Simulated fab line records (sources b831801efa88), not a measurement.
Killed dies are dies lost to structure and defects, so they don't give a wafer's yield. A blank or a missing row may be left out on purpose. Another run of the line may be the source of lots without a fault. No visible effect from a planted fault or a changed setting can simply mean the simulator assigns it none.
A single fault, viewed from 2 desks | flow sky130 | numbers are kept per desk, each desk with only its own; the story behind them comes last

FROM THE METROLOGY DESK
Lot by lot, what the gauges showed, no matter which tool ran the lot: averages of those sampled wafers that carry a number. A lot is out of limits, marked OUT, if its mean lies more than 4 standard deviations from the usual mean; the brackets give that distance.
Columns: A = NWELL_00_OVL at SKY_NWELL_OVL_MEAS_10, usual -0.9 nm
lot  | first seen here | A
L488 | day 4 21:40     | 1.4
L492 | day 5 17:42     | -1.3
L494 | day 6 06:16     | 1.7
L499 | day 7 10:01     | -2.0
L502 | day 8 07:03     | 0.0
L503 | day 8 14:48     | 0.2
L505 | day 9 03:04     | -3.2
L506 | day 9 05:31     | -2.1
L507 | day 9 09:28     | -1.2
L508 | day 9 14:10     | -0.9
L509 | day 9 21:31     | -1.3
L510 | day 10 06:28    | -2.2
This desk found nothing out of limits on any of the 12 lots.

AT THE TOOL OWNER'S DESK: plasma asher-04
The tool's own readings at SKY_NWELL_STRIP_14 (strips in O2/N2): means of the sampled wafers that have a number, for each lot that ran on this tool. A lot is out of limits, marked OUT, if its mean lies more than 4 standard deviations from the usual mean; the brackets give that distance.
Columns: A = chamber pressure mTorr at SKY_NWELL_STRIP_14, usual 1500.0 mTorr; B = drypump motor current A at SKY_NWELL_STRIP_14, usual 5.7 A; C = oes product au at SKY_NWELL_STRIP_14, usual 0.722 a.u.; D = strip time to endpoint s at SKY_NWELL_STRIP_14, usual 36.90 s
lot  | first seen here | A                        | B   | C                | D
L492 | day 5 18:11     | 1300.1 (-99 or more) OUT | 5.7 | 0.699 (-4.9) OUT | 38.68 (+16) OUT
L494 | day 6 06:45     | 1399.5 (-72) OUT         | 6.1 | 0.704            | 37.96 (+9.7) OUT
L505 | day 9 03:33     | 1500.9                   | 5.6 | 0.722            | 36.93
L509 | day 9 22:00     | 1500.6                   | 6.0 | 0.724            | 37.00
Finding of this desk: L492, L494 out of limits; the first was L492 at day 5 18:11, on chamber pressure mTorr at SKY_NWELL_STRIP_14. L505, L509: within limits.

PUT TOGETHER
An alarm could have come from the tool owner's desk at day 5 18:11, on L492, L494.
From the metrology desk's view, nothing was out of limits.
The metrology desk has L492, L494 on record, within its limits.
On plasma asher-04, each named lot ran SKY_NWELL_STRIP_14.

WHAT WAS PUT IN BY THE SIMULATOR
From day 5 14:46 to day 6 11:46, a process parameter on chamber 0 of plasma asher-04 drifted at SKY_NWELL_STRIP_14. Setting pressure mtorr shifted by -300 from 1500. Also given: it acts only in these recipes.
Lots struck among those shown: L492, L494.
Delay in hours, fault start to first out-of-limits reading, by desk: the tool owner's desk at 3.
